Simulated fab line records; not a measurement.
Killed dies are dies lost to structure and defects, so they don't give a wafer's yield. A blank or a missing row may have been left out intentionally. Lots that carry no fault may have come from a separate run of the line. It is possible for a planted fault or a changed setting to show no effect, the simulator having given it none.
The tool behind it: which one? + flow sky130 + 12 lots, 36 wafers sampled, at 5 steps of a route of 708

## WHAT THE GAUGES READ, wafer by wafer
SKY_NWELL_OVL_MEAS_23.
| lot  | measured     | on         | NWELL_01_OVL (nm) |
|------|--------------|------------|-------------------|
| L145 | day 5 18:16  | overlay-02 | 1.0 0.4 1.2       |
| L149 | day 6 10:48  | overlay-01 | -0.9 -1.6 0.2     |
| L150 | day 6 15:35  | overlay-02 | -0.3 -0.4 -1.3    |
| L156 | day 8 07:15  | overlay-01 | -1.8 -1.7 -1.1    |
| L158 | day 8 18:19  | overlay-02 | -0.9 -1.9 -0.3    |
| L159 | day 9 01:37  | overlay-02 | -0.6 0.6 0.2      |
| L160 | day 9 06:21  | overlay-01 | 0.1 -1.2 -0.6     |
| L161 | day 9 14:52  | overlay-02 | -1.0 -1.1 -0.9    |
| L162 | day 9 19:55  | overlay-02 | 0.9 0.5 -1.2      |
| L163 | day 10 01:34 | overlay-01 | -0.2 0.3 -0.1     |
| L164 | day 10 07:37 | overlay-01 | -2.8 -2.6 -1.4    |
| L165 | day 10 16:24 | overlay-02 | -1.2 1.1 -1.2     |

SKY_VT_ADJUST_LVTN_TW_MEAS_21.
| lot  | measured     | on            | VT_ADJUST_LVTN_2_TW |
|------|--------------|---------------|---------------------|
| L145 | day 8 05:16  | film metro-02 | 190.5 190.5 189.7   |
| L149 | day 8 23:14  | film metro-03 | 157.9 158.6 158.1   |
| L150 | day 9 04:47  | film metro-02 | 160.2 158.8 159.2   |
| L156 | day 11 03:56 | film metro-02 | 190.2 189.8 192.2   |
| L158 | day 11 15:37 | film metro-02 | 190.6 190.3 190.6   |
| L159 | day 11 23:25 | film metro-02 | 190.3 191.3 191.2   |
| L160 | day 12 04:37 | film metro-04 | 190.5 190.5 190.7   |
| L161 | day 12 14:14 | film metro-03 | 188.0 188.1 188.4   |
| L162 | day 12 18:28 | film metro-02 | 189.5 189.1 190.2   |
| L163 | day 13 01:43 | film metro-03 | 187.3 186.9 187.8   |
| L164 | day 13 09:41 | film metro-02 | 192.0 190.6 191.3   |
| L165 | day 13 20:07 | film metro-04 | 188.1 189.4 188.3   |

## WHICH TOOL RAN EACH LOT (tool, then ch and the chambers of the sampled wafers, then the start)
| lot  | SKY_NWELL_STRIP_25                   | SKY_VT_ADJUST_HVTP_STRIP_10          | SKY_VT_ADJUST_LVTN_IMPLANT_19   |
|------|--------------------------------------|--------------------------------------|---------------------------------|
| L145 | plasma asher-01 ch 0, day 5 18:26    | plasma asher-04 ch 0, day 6 14:00    | implanter-02 ch 0, day 8 05:02  |
| L149 | plasma asher-01 ch 0,1, day 6 10:59  | plasma asher-01 ch 0,1, day 7 06:56  | implanter-01 ch 0, day 8 22:59  |
| L150 | plasma asher-03 ch 0,1, day 6 15:47  | plasma asher-01 ch 0,1, day 7 11:50  | implanter-01 ch 0, day 9 04:32  |
| L156 | plasma asher-04 ch 0,1, day 8 07:26  | plasma asher-02 ch 0,1, day 9 05:40  | implanter-03 ch 0, day 11 03:41 |
| L158 | plasma asher-03 ch 0,1, day 8 18:31  | plasma asher-01 ch 0,1, day 9 16:28  | implanter-02 ch 0, day 11 15:23 |
| L159 | plasma asher-01 ch 0,1, day 9 01:48  | plasma asher-02 ch 0,1, day 10 00:16 | implanter-03 ch 0, day 11 23:11 |
| L160 | plasma asher-01 ch 0,1, day 9 06:32  | plasma asher-04 ch 0,1, day 10 05:19 | implanter-01 ch 0, day 12 04:23 |
| L161 | plasma asher-03 ch 0,1, day 9 15:04  | plasma asher-01 ch 0,1, day 10 14:58 | implanter-03 ch 0, day 12 14:02 |
| L162 | plasma asher-04 ch 0,1, day 9 20:08  | plasma asher-02 ch 0,1, day 10 19:17 | implanter-01 ch 0, day 12 18:14 |
| L163 | plasma asher-03 ch 0,1, day 10 01:47 | plasma asher-02 ch 0,1, day 11 01:31 | implanter-01 ch 0, day 13 01:30 |
| L164 | plasma asher-03 ch 0,1, day 10 07:47 | plasma asher-02 ch 0, day 11 08:13   | implanter-02 ch 0, day 13 09:27 |
| L165 | plasma asher-04 ch 0,1, day 10 16:35 | plasma asher-01 ch 1, day 11 17:07   | implanter-01 ch 0, day 13 19:53 |
- SKY_NWELL_STRIP_25: strips in O2/N2.
- SKY_VT_ADJUST_HVTP_STRIP_10: strips in O2/N2.
- SKY_VT_ADJUST_LVTN_IMPLANT_19

## WHAT THE TOOLS THEMSELVES READ (means of the sampled wafers that have a number; where no wafer has one, the mark that the record gives instead)
SKY_NWELL_STRIP_25.
| lot  | tool            | drypump motor current A (A) | oes product au (a.u.) | strip time to endpoint s (s) |
|------|-----------------|-----------------------------|-----------------------|------------------------------|
| L145 | plasma asher-01 | 5.08                        | 0.721                 | 36.92                        |
| L149 | plasma asher-01 | 5.10                        | 0.725                 | 36.78                        |
| L150 | plasma asher-03 | 5.68                        | 0.721                 | 37.06                        |
| L156 | plasma asher-04 | 5.62                        | 0.721                 | 37.16                        |
| L158 | plasma asher-03 | 5.55                        | 0.724                 | 36.99                        |
| L159 | plasma asher-01 | 5.13                        | 0.718                 | 36.94                        |
| L160 | plasma asher-01 | 5.14                        | 0.725                 | 36.96                        |
| L161 | plasma asher-03 | 5.67                        | 0.722                 | 37.00                        |
| L162 | plasma asher-04 | 5.67                        | 0.720                 | 36.99                        |
| L163 | plasma asher-03 | 5.54                        | 0.723                 | 36.93                        |
| L164 | plasma asher-03 | 5.67                        | 0.726                 | 36.75                        |
| L165 | plasma asher-04 | 5.67                        | 0.727                 | 37.03                        |

SKY_VT_ADJUST_HVTP_STRIP_10.
| lot  | tool            | drypump motor current A (A) | oes product au (a.u.) | strip time to endpoint s (s) |
|------|-----------------|-----------------------------|-----------------------|------------------------------|
| L145 | plasma asher-04 | 5.7                         | 0.719                 | 14.22                        |
| L149 | plasma asher-01 | 5.1                         | 0.711                 | 14.21                        |
| L150 | plasma asher-01 | 5.1                         | 0.716                 | 14.18                        |
| L156 | plasma asher-02 | 6.0                         | 0.716                 | 14.21                        |
| L158 | plasma asher-01 | 5.2                         | 0.718                 | 14.19                        |
| L159 | plasma asher-02 | 5.9                         | 0.718                 | 14.13                        |
| L160 | plasma asher-04 | 5.7                         | 0.711                 | 14.14                        |
| L161 | plasma asher-01 | 5.1                         | 0.715                 | 14.15                        |
| L162 | plasma asher-02 | 6.0                         | 0.716                 | 14.12                        |
| L163 | plasma asher-02 | 6.0                         | 0.715                 | 14.14                        |
| L164 | plasma asher-02 | 5.7                         | 0.714                 | 14.16                        |
| L165 | plasma asher-01 | 5.2                         | 0.716                 | 14.17                        |

SKY_VT_ADJUST_LVTN_IMPLANT_19.
| lot  | tool         | dose ions cm2 | faraday current uA |
|------|--------------|---------------|--------------------|
| L145 | implanter-02 | 6.493e+11     | 3.60               |
| L149 | implanter-01 | 3.402e+11     | 1.91               |
| L150 | implanter-01 | 3.406e+11     | 1.90               |
| L156 | implanter-03 | 6.509e+11     | 3.64               |
| L158 | implanter-02 | 6.499e+11     | 3.63               |
| L159 | implanter-03 | 6.508e+11     | 3.67               |
| L160 | implanter-01 | 6.498e+11     | 3.65               |
| L161 | implanter-03 | 6.501e+11     | 3.76               |
| L162 | implanter-01 | 6.499e+11     | 3.64               |
| L163 | implanter-01 | 6.503e+11     | 3.67               |
| L164 | implanter-02 | 6.507e+11     | 3.64               |
| L165 | implanter-01 | 6.500e+11     | 3.74               |

## THE ANSWER, worked out from the rows above alone
Rule: the usual values come from the lots themselves. The widest of any qualifying gaps counts: lots, ordered by their means at a reading, are off when they make up no more than a third of the lots, leave a main group of 4 or more, and stand apart from it by 3 or more times the standard deviation of that group's means. Not used: any main group whose means are identical at the precision the tables above print for the reading. Also off: a lot with no number at a reading for which 4 or more lots have one. Where the step has rows for the other lots, those lots are counted as sound. After the gauges, taken in route order, come the tools' own readings; for these a lot's mean is taken, as printed above. The first step at which some lot is off is used, and at that step the reading that is off furthest; a lot without a number counts as furthest.
Off: L149, L150, seen at SKY_VT_ADJUST_LVTN_TW_MEAS_21 (VT_ADJUST_LVTN_2_TW). The main group: mean 189.8, standard deviation 1.3.
A tool fits if, at a process step before that reading, it ran every lot that is off, and no sound lot after the first of them. The gauges at SKY_VT_ADJUST_LVTN_TW_MEAS_21 aren't tried: what is off there is off at SKY_VT_ADJUST_LVTN_IMPLANT_19 too, on other tools, and a gauge's error can't cause that. None of those tried fits.

## WHAT WAS PUT IN BY THE SIMULATOR
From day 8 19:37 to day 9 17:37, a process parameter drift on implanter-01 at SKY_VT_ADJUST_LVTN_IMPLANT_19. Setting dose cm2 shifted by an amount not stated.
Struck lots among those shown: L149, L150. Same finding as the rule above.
